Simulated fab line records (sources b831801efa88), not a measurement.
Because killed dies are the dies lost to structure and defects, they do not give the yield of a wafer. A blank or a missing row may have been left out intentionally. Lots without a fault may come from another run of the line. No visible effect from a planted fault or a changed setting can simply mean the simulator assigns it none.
Struck lot and sound lot, side by side ; flow sky130 ; 23 out of 708 route steps
Sound: wafers L140.1, L140.2, L140.6. Wafers struck: L142.2, L142.3, L142.6. At the end, the cause is stated.
Per side, at each step with rows, come the tool, then ch with its chambers, and then its first start. Under that, the readings that differ: sound wafers ; struck wafers ; difference of the means ; sigmas: that difference in standard deviations of wafers without a fault.
alike: words and numbers the same on both sides, and readings whose means are apart by under 2 such deviations; not compared: readings that were withheld, readings missing a value for some wafer, numbers with overlapping values and no deviation given by the record, and bounds like >300 which may hide the same value.
The two part at a step that has a row with sigmas, a row that says differs or no value, or rows on one side only. Numbers that have no deviation but don't overlap get no sigmas and don't part them. A reading that every wafer of one side lacks parts them only if that side has two wafers or more.

SKY_METAL3_ETCH_17: etches SiO2 in C4F8/O2/Ar, stops on TiN, time 3.9 s, target depth 15 nm.
  sound on rie_diel-04 ch 1,2, day 40 19:14; struck on rie_diel-03 ch 1,2, day 40 23:23
  alike: oes_product_au, rf_fwd_power_W
  not compared: rf_hours_counter_h
SKY_METAL3_METAL_ETCH_18: etches the open film in Cl2/BCl3, stops on SiO2, target depth 845 nm, time 183.1 s.
  sound on rie_metal-01 ch 0,1, day 40 19:16; struck on rie_metal-04 ch 0,1, day 40 23:25
reading;sound;struck;difference;sigmas
oes_product_au (a.u.);0.869 0.876 0.879;0.864 0.863 0.858;-0.013;-2
  alike: drypump_motor_current_A, he_backside_leak_sccm, rf_fwd_power_W, throttle_valve_pct
  not compared: rf_hours_counter_h
SKY_METAL3_STRIP_19: strips in O2/N2.
  sound on plasma_asher-01 ch 0,1, day 40 19:26; struck on plasma_asher-01 ch 0,1, day 40 23:35
reading;sound;struck;difference;sigmas
oes_product_au (a.u.);0.509 0.516 0.506;0.496 0.491 0.507;-0.012;-2
strip_time_to_endpoint_s (s);6.70 6.72 6.61;6.53 6.31 6.45;-0.25;-3
  alike: drypump_motor_current_A
  not compared: rf_hours_counter_h
then, 4 steps without rows for these wafers: SKY_METAL3_STRIP_20 (strips in post etch residue remover, time 1200 s); SKY_METAL3_CLEAN_21 (cleans in IPA, time 180 s); SKY_METAL3_CLEAN_22 (cleans in O3/DIW); SKY_VIA3_HDPCVD_00 (deposits SiO2, target thk 1635 nm, time 272.5 s).
SKY_VIA3_THK_MEAS_01:
  sound on film_metro-04, day 40 20:13; struck on film_metro-04, day 41 00:22
  alike: VIA3_HDPCVD_THK
SKY_VIA3_CMP_02: polishes SiO2.
  sound on cmp-02 ch 1,2, day 40 20:17; struck on cmp-01 ch 1,2, day 41 00:25
  alike: motor_current_A
SKY_VIA3_BOW_MEAS_03:
  sound on film_metro-01, day 40 20:35; struck on film_metro-04, day 41 00:44
  alike: VIA3_BOW
then, 2 steps without rows for these wafers: SKY_VIA3_DEHYDRATE_04 (time 60 s); SKY_VIA3_HMDS_05 (prime time 60 s).
SKY_VIA3_COAT_06: resist thk 60 nm.
  sound on litho_track-02 ch 0, day 41 08:17; struck on litho_track-02 ch 0, day 41 12:10
  alike: dispense_pressure_kPa, exhaust_pa, spin_speed_rpm
then, 5 steps without rows for these wafers: SKY_VIA3_COAT_07 (resist thk 450 nm); SKY_VIA3_SOFTBAKE_08 (time 90 s); SKY_VIA3_EXPOSE_09 (exposes mask VIM3, target cd 200 nm); SKY_VIA3_PEB_10; SKY_VIA3_DEVELOP_11 (develop time 60 s).
SKY_VIA3_CD_MEAS_12 targets a cd of 200 nm.
  sound on cd_sem-02, day 41 20:37; struck on cd_sem-02, day 42 00:44
  alike: cd_nm
SKY_VIA3_OVL_MEAS_13:
  sound on overlay-01, day 41 20:44; struck on overlay-02, day 42 00:51
  alike: VIA3_OVL
SKY_VIA3_ETCH_14: etches BARC in N2/H2, stops on SiO2, time 45.9 s, target depth 60 nm.
  sound on rie_diel-04 ch 0,1,3, day 41 20:47; struck on rie_diel-01 ch 1,2, day 42 00:53
reading;sound;struck;difference;sigmas
model.etch.depth_nm (nm);59.71 59.88 59.83;58.9 58.73 58.76;-1.0;
  alike: drypump_motor_current_A, oes_product_au, rf_fwd_power_W, throttle_valve_pct
  not compared: rf_hours_counter_h
SKY_VIA3_ETCH_15: etches SiO2 in C4F8/O2/Ar, stops on TiN, target depth 507 nm, time 78 s.
  sound on rie_diel-04 ch 0,1,3, day 41 20:49; struck on rie_diel-01 ch 1,2, day 42 00:55
  alike: oes_product_au, rf_fwd_power_W
  not compared: rf_hours_counter_h
following that, these wafers have no rows for 1 step: SKY_PAD_OPEN_PROBE_99.

## WHERE THEY PART
Last at SKY_METAL3_STRIP_19 as far as this record goes, first at SKY_METAL3_METAL_ETCH_18. Later steps at which nothing parts them and some readings are alike: SKY_VIA3_THK_MEAS_01, SKY_VIA3_CMP_02, SKY_VIA3_BOW_MEAS_03, SKY_VIA3_COAT_06, SKY_VIA3_CD_MEAS_12, SKY_VIA3_OVL_MEAS_13, SKY_VIA3_ETCH_14, SKY_VIA3_ETCH_15.

WHY: whatever the simulator had introduced
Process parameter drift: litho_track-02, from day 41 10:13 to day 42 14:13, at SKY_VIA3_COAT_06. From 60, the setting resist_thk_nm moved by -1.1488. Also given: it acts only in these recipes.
